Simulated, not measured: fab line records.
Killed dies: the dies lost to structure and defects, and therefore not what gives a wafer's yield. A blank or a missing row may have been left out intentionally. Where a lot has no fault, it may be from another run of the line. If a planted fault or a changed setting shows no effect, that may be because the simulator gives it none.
Struck lot and sound lot, side by side / flow sky130 / 14 out of 708 route steps
Sound: these wafers, L912.3, L912.5, L912.6. Wafers L911.1, L911.3, L911.6 were the ones struck. The cause is given at the end.
Per side, at each step with rows, come the tool, then ch with its chambers, and then its first start. Under that, the readings that differ: sound wafers / struck wafers / difference of the means / sigmas: that difference in standard deviations of wafers without a fault.
alike: same words and numbers on both sides, and readings whose means sit less than 2 such deviations apart. not compared: any withheld reading, any reading some wafer has no value for, any bound like >300 that may hide the same value, and any number with overlapping values for which the record gives no deviation.
The two part at a step that has a row with sigmas, a row that says differs or no value, or rows on one side only. Numbers that don't overlap but have no deviation are shown without sigmas and don't part them. Lack of a reading on every wafer of one side parts them only where that side has two or more wafers.

SKY_NWELL_OVL_MEAS_10:
  struck on overlay-01, day 7 23:49; sound on overlay-01, day 8 06:13
  alike: NWELL_00_OVL
then, 3 steps without rows for these wafers: SKY_NWELL_IMPLANT_11; SKY_NWELL_IMPLANT_12; SKY_NWELL_IMPLANT_13.
SKY_NWELL_STRIP_14: strips in O2/N2.
  sound on plasma-asher-01 ch 0,1, day 8 06:44; struck on plasma-asher-04 ch 0,1, day 8 00:17
reading=drypump-motor-current-A (A); sound=6.7 6.2 6.7; struck=6.0 5.3 5.3; difference=-1.0; sigmas=-2
  alike: oes-product-au, strip-time-to-endpoint-s
  not compared: rf-hours-counter-h
SKY_NWELL_TW_MEAS_15:
  struck on film-metro-01, day 8 00:23; sound on film-metro-01, day 8 06:49
  alike: NWELL_TW
then, 6 steps without rows for these wafers: SKY_NWELL_DEHYDRATE_16 (time 60 s); SKY_NWELL_HMDS_17 (prime time 60 s); SKY_NWELL_COAT_18 (resist thk 3000 nm); SKY_NWELL_SOFTBAKE_19; SKY_NWELL_EXPOSE_20 (exposes mask NWM COMPLEMENT, target cd 840 nm); SKY_NWELL_PEB_21.
SKY_NWELL_DEVELOP_22: develop time 60 s.
  struck on litho-track-03, day 8 20:00; sound on litho-track-02 ch 0, day 9 03:00
  no value came back on the struck wafers for chill-plate-temp-C (C), develop-time-s (s); on the sound wafers chill-plate-temp-C (C) reads 22.89 22.90 22.96
SKY_NWELL_OVL_MEAS_23:
  struck on overlay-02, day 8 20:57; sound on overlay-01, day 9 03:58
reading=NWELL_01_OVL (nm); sound=-2.0 -3.7 -1.9; struck=- - -; difference=no value on the struck wafers; sigmas=

== WHERE THEY PART ==
Last at SKY_NWELL_OVL_MEAS_23 as far as this record goes, first at SKY_NWELL_STRIP_14.

WHY: whatever the simulator had introduced
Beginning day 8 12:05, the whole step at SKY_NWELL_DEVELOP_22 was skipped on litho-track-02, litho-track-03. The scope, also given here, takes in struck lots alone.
